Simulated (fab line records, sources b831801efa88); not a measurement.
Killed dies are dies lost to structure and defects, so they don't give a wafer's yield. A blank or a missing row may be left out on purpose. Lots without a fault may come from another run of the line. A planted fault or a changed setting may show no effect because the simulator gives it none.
fab line records | flow sky130
record lots=6 wafers=18 last_day=50
route steps=708 shown CONTACT@431 METAL1@434
lots that met no fault: from a run of the same line without faults
start_h: hours from the record's first day to the start of the lot's first wafer shown | wait_h: hours since the lot's step before | " the same as in the row above | L1.1+2: a row that stands for several wafers | - no value, or no start given | * or withheld: withheld | < > ~ a bound
route shown NAME@n: a module of which the file shows steps, and the number in the route of the first | usual: mean/standard deviation of fault-free wafers | same: alike in all rows | chamber/n: place in a boat | sites: the reading at each site | _std_site: their standard deviation | _edge_site: outer sites' mean less inner sites' | radius_mm: how far each site lies from the wafer's centre | mask NAME#n: copy n | behind: the tool/chamber that last shaped the wafer | hold: why the lot was held/for how many hours/how that ended | device: the transistor (n, p or np) that didn't switch | end of line: the same wafers' tests at the end of the route | a step without rows: its recipe alone | killed: dies lost to structure and defects at the first sort, not the wafer's yield | map: a wafer's dies, x killed, . not, _ none there
set.NAME: the setting as run; set.NAME@STEP: as run at that earlier step | model.NAME: the simulator's own value behind a step, which no gauge read
lots at some steps of the route; a table a step, a row a wafer
services: from which hour (start_h, from the record's first day; less than 0 if before it) a tool's chamber was out of use, for how many hours, and why
## steps
# step SKY_CONTACT_RS_MEAS_25
# recipe thk_meas_gauge=four-point-probe reads=W_of_CONTACT_CVD_24+TiN_of_CONTACT_SPUTTER_23
# usual CONTACT_W_RS=0.338/0.0046
# columns lot.wafer tool chamber start_h wait_h CONTACT_W_RS[ohm/sq]
L525.1 film_metro-01 - 745.31 0.1 0.346
L525.2 " - " " 0.333
L525.5 " - " " 0.333
L532.2 film_metro-03 - 816.71 0.1 0.335
L532.5 " - " " 0.336
L532.6 " - " " 0.338
L538.3 film_metro-01 - 852.67 0.1 0.338
L538.4 " - " " 0.343
L538.5 " - " " 0.340
L541.2 film_metro-01 - 871.77 0.1 0.339
L541.3 " - " " 0.337
L541.6 " - " " 0.335
L544.2 film_metro-01 - 889.80 0.1 0.339
L544.3 " - " " 0.341
L544.5 " - " " 0.340
L546.4 film_metro-02 - 905.11 0.1 0.332
L546.5 " - " " 0.336
L546.6 " - " " 0.337
# step SKY_CONTACT_THK_MEAS_26
# recipe thk_meas_gauge=xrf reads=W_of_CONTACT_CVD_24
# usual CONTACT_W_THK=337/4.8
# columns lot.wafer tool chamber start_h wait_h CONTACT_W_THK[nm]
L525.1 film_metro-01 - 745.43 0.1 331
L525.2 " - " " 346
L525.5 " - " " 345
L532.2 film_metro-03 - 816.82 0.1 342
L532.5 " - " " 341
L532.6 " - " " 336
L538.3 film_metro-01 - 852.77 0.1 340
L538.4 " - " " 333
L538.5 " - " " 335
L541.2 film_metro-01 - 871.88 0.1 333
L541.3 " - " " 336
L541.6 " - " " 337
L544.2 film_metro-01 - 889.91 0.1 337
L544.3 " - " " 334
L544.5 " - " " 334
L546.4 film_metro-02 - 905.20 0.1 342
L546.5 " - " " 342
L546.6 " - " " 340
# step SKY_CONTACT_CMP_27
# recipe stop_on=SiO2 t_overpolish_s=15 down_force_psi=3.5 platen_rpm=60 target_thk_nm=0 pad_velocity_m_s=0.94248
# usual motor_current_A=11.1/1 overpolish_run_s=15.000/0.0099 platen_rpm=60.00/0.043 time_to_endpoint_s=81/6
# columns lot.wafer tool chamber start_h wait_h motor_current_A overpolish_run_s platen_rpm time_to_endpoint_s
L525.2 cmp-01 3 745.59 0.1 9.7 14.993 59.95 91
L525.1 " 0 " " 11.5 14.995 60.03 78
L525.5 " 1 " " 10.9 14.986 59.98 80
L532.2 cmp-01 2 816.92 0.1 11.8 15.011 60.01 82
L532.6 " 1 " " 10.9 14.989 60.05 71
L532.5 " 2 " " 11.6 15.018 60.04 85
L538.3 cmp-02 2 852.86 0.1 9.3 14.995 60.01 74
L538.4 " 3 " " 13.0 15.009 60.09 83
L538.5 " 2 " " 9.5 14.999 60.04 72
L541.3 cmp-01 1 871.93 0.0 10.2 15.003 59.97 73
L541.2 " 0 " " 10.8 14.992 60.05 79
L541.6 " 2 " " 10.9 14.987 59.98 85
L544.2 cmp-02 2 890.01 0.1 9.3 15.004 60.02 68
L544.3 " 0 " " 10.5 15.011 60.07 73
L544.5 " 1 " " 11.3 15.009 59.98 79
L546.4 cmp-02 3 905.23 0.0 13.2 15.002 59.96 87
L546.6 " 3 " " 13.4 14.977 59.96 87
L546.5 " 0 " " 10.8 14.989 60.02 77
# step SKY_METAL1_SPUTTER_00
# recipe material=Ti target_thk_nm=15 power_w=3000 time_s=10 chamber_pressure_pa=0.4
# usual throttle_valve_pct=30.6/0.71
# columns lot.wafer tool chamber start_h wait_h throttle_valve_pct
L525.1 pvd_sputter-01 - 745.79 0.1 31.3
L525.2 " - " " 30.3
L525.5 " - " " 30.5
L532.2 pvd_sputter-03 - 817.17 0.2 30.7
L532.5 " - " " 30.1
L532.6 " - " " 31.7
L538.3 pvd_sputter-01 - 853.11 0.2 29.9
L538.4 " - " " 31.5
L538.5 " - " " 30.3
L541.2 pvd_sputter-01 - 872.23 0.1 29.8
L541.3 " - " " 30.6
L541.6 " - " " 30.5
L544.2 pvd_sputter-03 - 890.26 0.2 29.9
L544.3 " - " " 29.3
L544.5 " - " " 29.3
L546.4 pvd_sputter-01 - 905.53 0.2 30.6
L546.5 " - " " 29.9
L546.6 " - " " 30.4
# step SKY_METAL1_SPUTTER_01
# recipe material=TiN target_thk_nm=20 power_w=6500 time_s=16.7 chamber_pressure_pa=0.4
# step SKY_METAL1_SPUTTER_02
# recipe material=AlCu target_thk_nm=250 power_w=10600 time_s=13.3 chamber_pressure_pa=0.4
# usual throttle_valve_pct=30.6/0.74
# columns lot.wafer tool chamber start_h wait_h throttle_valve_pct
L525.1 pvd_sputter-01 - 745.83 0.0 31.5
L525.2 " - " " 30.6
L525.5 " - " " 30.3
L532.2 pvd_sputter-03 - 817.22 0.0 30.8
L532.5 " - " " 29.8
L532.6 " - " " 31.6
L538.3 pvd_sputter-01 - 853.16 0.0 29.9
L538.4 " - " " 31.4
L538.5 " - " " 30.4
L541.2 pvd_sputter-01 - 872.28 0.0 29.7
L541.3 " - " " 30.1
L541.6 " - " " 30.3
L544.2 pvd_sputter-03 - 890.31 0.0 29.9
L544.3 " - " " 29.3
L544.5 " - " " 29.0
L546.4 pvd_sputter-01 - 905.57 0.0 30.2
L546.5 " - " " 30.0
L546.6 " - " " 30.1
# step SKY_METAL1_SPUTTER_03
# recipe material=Ti target_thk_nm=5 power_w=3000 time_s=3.3 chamber_pressure_pa=0.4
# usual throttle_valve_pct=30.6/0.73
# columns lot.wafer tool chamber start_h wait_h throttle_valve_pct
L525.1 pvd_sputter-01 - 745.86 0.0 31.1
L525.2 " - " " 30.4
L525.5 " - " " 30.3
L532.2 pvd_sputter-03 - 817.24 0.0 30.7
L532.5 " - " " 29.7
L532.6 " - " " 31.8
L538.3 pvd_sputter-01 - 853.18 0.0 29.8
L538.4 " - " " 31.2
L538.5 " - " " 30.2
L541.2 pvd_sputter-01 - 872.30 0.0 30.1
L541.3 " - " " 30.5
L541.6 " - " " 30.1
L544.2 pvd_sputter-03 - 890.33 0.0 29.8
L544.3 " - " " 28.9
L544.5 " - " " 29.3
L546.4 pvd_sputter-01 - 905.60 0.0 30.5
L546.5 " - " " 29.7
L546.6 " - " " 30.4
# step SKY_METAL1_SPUTTER_04
# recipe material=TiN target_thk_nm=70 power_w=6500 time_s=58.3 chamber_pressure_pa=0.4
# usual throttle_valve_pct=30.6/0.73
# columns lot.wafer tool chamber start_h wait_h throttle_valve_pct
L525.1 pvd_sputter-01 - 745.88 0.0 31.4
L525.2 " - " " 30.4
L525.5 " - " " 30.4
L532.2 pvd_sputter-03 - 817.26 0.0 31.1
L532.5 " - " " 29.9
L532.6 " - " " 31.6
L538.3 pvd_sputter-01 - 853.20 0.0 30.0
L538.4 " - " " 31.4
L538.5 " - " " 30.5
L541.2 pvd_sputter-01 - 872.32 0.0 30.0
L541.3 " - " " 30.3
L541.6 " - " " 30.5
L544.2 pvd_sputter-03 - 890.35 0.0 29.4
L544.3 " - " " 29.1
L544.5 " - " " 29.1
L546.4 pvd_sputter-01 - 905.62 0.0 30.3
L546.5 " - " " 29.7
L546.6 " - " " 30.0
# step SKY_METAL1_RS_MEAS_05
# recipe thk_meas_gauge=four-point-probe reads=TiN_of_METAL1_SPUTTER_04+Ti_of_METAL1_SPUTTER_03+AlCu_of_METAL1_SPUTTER_02+TiN_of_METAL1_SPUTTER_01+Ti_of_METAL1_SPUTTER_00
# usual METAL1_ALCU_RS=0.1270/0.0017
# columns lot.wafer tool chamber start_h wait_h METAL1_ALCU_RS[ohm/sq]
L525.1 film_metro-02 - 745.92 0.0 0.1263
L525.2 " - " " 0.1258
L525.5 " - " " 0.1263
L532.2 film_metro-02 - 817.33 0.0 0.1249
L532.5 " - " " 0.1256
L532.6 " - " " 0.1260
L538.3 film_metro-01 - 853.29 0.1 0.1282
L538.4 " - " " 0.1271
L538.5 " - " " 0.1280
L541.2 film_metro-01 - 872.39 0.0 0.1264
L541.3 " - " " 0.1258
L541.6 " - " " 0.1254
L544.2 film_metro-01 - 890.42 0.0 0.1261
L544.3 " - " " 0.1267
L544.5 " - " " 0.1264
L546.4 film_metro-04 - 905.73 0.1 0.1265
L546.5 " - " " 0.1285
L546.6 " - " " 0.1262
# step SKY_METAL1_THK_MEAS_06
# recipe thk_meas_gauge=xrf reads=AlCu_of_METAL1_SPUTTER_02
# usual METAL1_ALCU_THK=253/3.7
# columns lot.wafer tool chamber start_h wait_h METAL1_ALCU_THK[nm]
L525.1 film_metro-02 - 746.04 0.1 255
L525.2 " - " " 255
L525.5 " - " " 255
L532.2 film_metro-02 - 817.44 0.1 257
L532.5 " - " " 256
L532.6 " - " " 255
L538.3 film_metro-01 - 853.39 0.1 252
L538.4 " - " " 255
L538.5 " - " " 254
L541.2 film_metro-01 - 872.50 0.1 254
L541.3 " - " " 256
L541.6 " - " " 259
L544.2 film_metro-01 - 890.53 0.1 256
L544.3 " - " " 257
L544.5 " - " " 255
L546.4 film_metro-04 - 905.82 0.1 253
L546.5 " - " " 247
L546.6 " - " " 253
# step SKY_METAL1_DEHYDRATE_07
# recipe temp_c=200 time_s=60
# step SKY_METAL1_HMDS_08
# recipe prime_time_s=60 prime_temp_c=120
# step SKY_METAL1_COAT_09
# recipe resist=BARC temp_c=withheld time_s=withheld spin_rpm=3000 resist_thk_nm=60
# usual spin_speed_rpm=2999.8/2.2
# columns lot.wafer tool chamber start_h wait_h spin_speed_rpm
L525.1 litho_track-04 0 759.12 0.1 3001.0
L525.2 " 0 " " 2996.2
L525.5 " 0 " " 3000.6
L532.2 litho_track-04 0 829.74 0.1 3000.9
L532.5 " 0 " " 2997.4
L532.6 " 0 " " 2995.5
L538.3 litho_track-04 0 866.67 0.1 2949.0
L538.4 " 0 " " 2946.6
L538.5 " 0 " " 2947.5
L541.2 litho_track-04 0 884.84 0.1 2949.5
L541.3 " 0 " " 2946.5
L541.6 " 0 " " 2948.5
L544.2 litho_track-02 0 902.56 0.1 2999.5
L544.3 " 0 " " 3001.5
L544.5 " 0 " " 2999.8
L546.4 litho_track-02 0 918.86 0.1 2998.4
L546.5 " 0 " " 2997.2
L546.6 " 0 " " 2997.5
# step SKY_METAL1_COAT_10
# recipe resist=KrF-thick spin_rpm=3000 resist_thk_nm=450
# step SKY_METAL1_SOFTBAKE_11
# recipe temp_c=100 time_s=90 resist=KrF-thick
# step SKY_METAL1_EXPOSE_12
# recipe mask_id=MM1 na=0.8 source_shape=annular sigma_inner=0.55 sigma_outer=0.85 target_cd_nm=140 dose_mj=28
# step SKY_METAL1_PEB_13
# recipe peb_temp_c=withheld peb_time_s=withheld resist=KrF-thick
# step SKY_METAL1_DEVELOP_14
# recipe develop_time_s=58.12 resist=KrF-thick dev_temp_c=21
# step SKY_METAL1_CD_MEAS_15
# recipe target_cd_nm=140
# usual cd_nm=140.1/1.3
# columns lot.wafer tool chamber start_h wait_h cd_nm
L525.1 cd_sem-02 - 772.37 - 140.3
L525.2 " - " " 140.4
L525.5 " - " " 141.2
L532.2 cd_sem-02 - 843.19 - 139.1
L532.5 " - " " 138.8
L532.6 " - " " 140.5
L538.3 cd_sem-01 - 879.41 - 141.3
L538.4 " - " " 141.8
L538.5 " - " " 141.7
L541.2 cd_sem-02 - 898.24 - 138.0
L541.3 " - " " 136.7
L541.6 " - " " 138.0
L544.2 cd_sem-01 - 915.50 - 140.2
L544.3 " - " " 140.8
L544.5 " - " " 138.9
L546.4 cd_sem-01 - 931.19 - 143.1
L546.5 " - " " 141.7
L546.6 " - " " 141.8
# step SKY_METAL1_OVL_MEAS_16
# usual METAL1_OVL=4/4.9
# columns lot.wafer tool chamber start_h wait_h METAL1_OVL[nm]
L525.1 overlay-02 - 772.49 0.1 1
L525.2 " - " " 3
L525.5 " - " " 10
L532.2 overlay-02 - 843.29 0.1 7
L532.5 " - " " 2
L532.6 " - " " 3
L538.3 overlay-02 - 879.50 0.1 -2
L538.4 " - " " -7
L538.5 " - " " -7
L541.2 overlay-01 - 898.34 0.1 5
L541.3 " - " " 7
L541.6 " - " " 10
L544.2 overlay-02 - 915.61 0.1 10
L544.3 " - " " -2
L544.5 " - " " 9
L546.4 overlay-01 - 931.27 0.1 7
L546.5 " - " " 7
L546.6 " - " " 4
# step SKY_METAL1_DESCUM_17
# recipe chemistry=O2 source_power_w=150 bias_power_w=0 pressure_mtorr=10 temp_c=40 time_s=8
# step SKY_METAL1_ETCH_18
# recipe chemistry=N2/H2 target=BARC ion_energy_ev=200 bias_w=100 pressure_mtorr=30 n2_flow_sccm=100 h2_flow_sccm=200 icp_w=500 stop_on=SiO2 time_s=45.9 target_depth_a=600
# usual drypump_motor_current_A=6.12/0.28 oes_product_au=0.854/0.005 throttle_valve_pct=13.225/0.009
# columns lot.wafer tool chamber start_h wait_h drypump_motor_current_A oes_product_au rf_hours_counter_h throttle_valve_pct model.etch.depth_nm
L525.1 rie_metal-04 1 772.55 0.0 6.45 0.853 8 13.216 60.44
L525.2 " 0 " " 6.15 0.860 1 13.220 60.34
L525.5 " 1 " " 6.46 0.863 - 13.227 60.43
L532.2 rie_metal-04 0 843.35 0.0 6.13 0.864 4 13.241 59.94
L532.5 " 1 " " 6.47 0.845 - 13.230 59.98
L532.6 " 0 " " 6.14 0.850 - 13.230 60.06
L538.3 rie_metal-01 0 879.58 0.0 5.59 0.860 - 13.227 60.41
L538.4 " 1 " " 6.24 0.860 - 13.218 60.25
L538.5 " 0 " " 5.58 0.862 - 13.222 60.35
L541.2 rie_metal-02 1 898.40 0.0 6.05 0.861 3 13.223 60.2
L541.3 " 1 " " 6.03 0.848 - 13.220 60.28
L541.6 " 0 " " 6.18 0.854 - 13.220 60.39
L544.2 rie_metal-04 0 915.67 0.0 6.13 0.848 6 13.224 60.11
L544.3 " 1 " " 6.48 0.851 - 13.234 59.96
L544.5 " 1 " " 6.48 0.852 - 13.213 60.07
L546.4 rie_metal-02 0 931.34 0.0 6.25 0.861 - 13.229 60.07
L546.5 " 1 " " 6.06 0.857 - 13.217 60.24
L546.6 " 0 " " 6.20 0.860 - 13.214 60.22
# step SKY_METAL1_METAL_ETCH_19
# recipe target_depth_a=3600 stop_on=SiO2 over_etch_frac=0.3 time_s=78 chemistry=Cl2/BCl3 resist_sidewall_deg=88 pressure_mtorr=10 icp_w=900 bias_w=48.5 Cl2_flow_sccm=60 bcl3_flow_sccm=30
## services
# columns tool chamber start_h hours kind
pvd_sputter-01 - 721.69 7.6 repair
rie_metal-01 - 730.53 1.4 pm
cmp-01 - 736.23 4.3 pm
cmp-02 - 737.63 1.1 repair
cmp-02 - 744.30 4.0 pm
cmp-02 - 748.30 - consumable_replace:conditioner
cmp-02 - 748.30 - consumable_replace:pad
cmp-02 - 792.31 1.4 repair
cmp-02 - 797.71 2.0 repair
pvd_sputter-03 - 803.80 0.9 repair
pvd_sputter-01 3 832.59 - consumable_replace:kit
pvd_sputter-01 3 832.59 18.0 scheduled_down
pvd_sputter-01 3 832.59 18.0 vent_cycle
pvd_sputter-03 0 839.65 - consumable_replace:kit
pvd_sputter-03 0 839.65 18.0 scheduled_down
pvd_sputter-03 0 839.65 18.0 vent_cycle
cmp-02 - 844.40 1.8 repair
cmp-02 - 855.19 4.2 repair
cmp-02 - 859.43 3.9 pm
cmp-01 - 860.29 2.5 repair
cmp-01 - 872.59 1.9 repair
pvd_sputter-01 - 888.99 3.3 repair
pvd_sputter-01 - 899.16 1.0 repair
cmp-01 - 912.02 4.0 pm
## key
first_sign step=SKY_METAL1_COAT_09 reading=spin_speed_rpm direction=down sigmas=24 usual=2999.8 struck=2947.9
effect none on later readings
model_effect step=SKY_METAL1_ETCH_18 value=etch.depth_nm without=59.79 struck=60.31
met_at SKY_METAL1_COAT_09
struck_wafers L538.3,L538.4,L538.5,L541.2,L541.3,L541.6
sort_left_out L538.3,L538.4,L538.5
onset_between 829.74 866.67
fault kind=process_parameter_drift tool=litho_track-04 chamber=- onset_h=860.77 steps=SKY_METAL1_COAT_09 channel=spin_rpm offset=-51.322 shape=step end_h=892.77 acts_in=these_recipes_only stated=3000
# sort_left_out: the simulated sort isn't trusted on such a fault, so these wafers' sort isn't shown, and their yield isn't known
